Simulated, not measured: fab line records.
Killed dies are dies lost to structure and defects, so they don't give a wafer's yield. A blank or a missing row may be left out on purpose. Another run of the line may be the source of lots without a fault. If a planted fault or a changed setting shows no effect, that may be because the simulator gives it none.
2 desks looking at one fault    flow gf180mcu    every desk sees just its own numbers, and what lay behind them comes last

== THE METROLOGY DESK ==
Lot by lot, what the gauges showed, no matter which tool ran the lot: averages of those sampled wafers that carry a number. Any lot whose mean is over 4 standard deviations away from the usual mean is out of limits and marked OUT; that distance is given in the brackets.
Columns: A = V1_W_RS at GF_V1_RS_MEAS_24, usual 0.327 ohm/sq; B = V1_W_THK at GF_V1_THK_MEAS_25, usual 357 nm
lot   first seen here  A                B
L581  day 18 06:59     0.329            359
L582  day 18 11:35     0.331            353
L585  day 19 05:36     0.325            360
L586  day 19 22:32     0.323            363
L592  day 22 18:03     0.253 (-20) OUT  472 (+19) OUT
L593  day 23 02:26     0.288 (-10) OUT  424 (+11) OUT
L600  day 25 04:29     0.325            362
L601  day 25 10:19     0.325            361
L603  day 25 22:21     0.325            359
L604  day 26 10:33     0.323            362
This desk finds L592, L593 out of limits, with the earliest case on L592 at day 22 18:03 (V1_W_RS at GF_V1_RS_MEAS_24). In limits: L581, L582, L585, L586, L600, L601, L603, L604.

== TOOL OWNER'S DESK, cvdW-02 ==
The tool's own readings at GF_V1_CVD_23 (deposits W, target thk 350 nm, time 105.05 s): means of the sampled wafers that have a number, for each lot that ran on this tool. Any lot whose mean is over 4 standard deviations away from the usual mean is out of limits and marked OUT; that distance is given in the brackets.
Columns: A = heaterPowerW at GF_V1_CVD_23, usual 798 W
lot   first seen here  A
L586  day 19 22:25     883
L592  day 22 17:56     903
L593  day 23 02:19     893
This desk's verdict: no lot among the 3 shows anything out of limits.

== PUT TOGETHER ==
On L592, L593, the metrology desk was in a position to raise an alarm at day 22 18:03.
Nothing out of limits was seen by the tool owner's desk.
The tool owner's desk has L592, L593 on record, within its limits.
On cvdW-02, each named lot ran GF_V1_CVD_23.

== WHAT HAD BEEN PUT IN BY THE SIMULATOR ==
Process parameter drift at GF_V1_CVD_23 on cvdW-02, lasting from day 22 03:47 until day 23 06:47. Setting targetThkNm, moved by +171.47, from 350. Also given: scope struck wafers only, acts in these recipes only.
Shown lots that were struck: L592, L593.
Per desk, hours elapsed from the start of the fault to the first reading out of limits: for the metrology desk, 14.
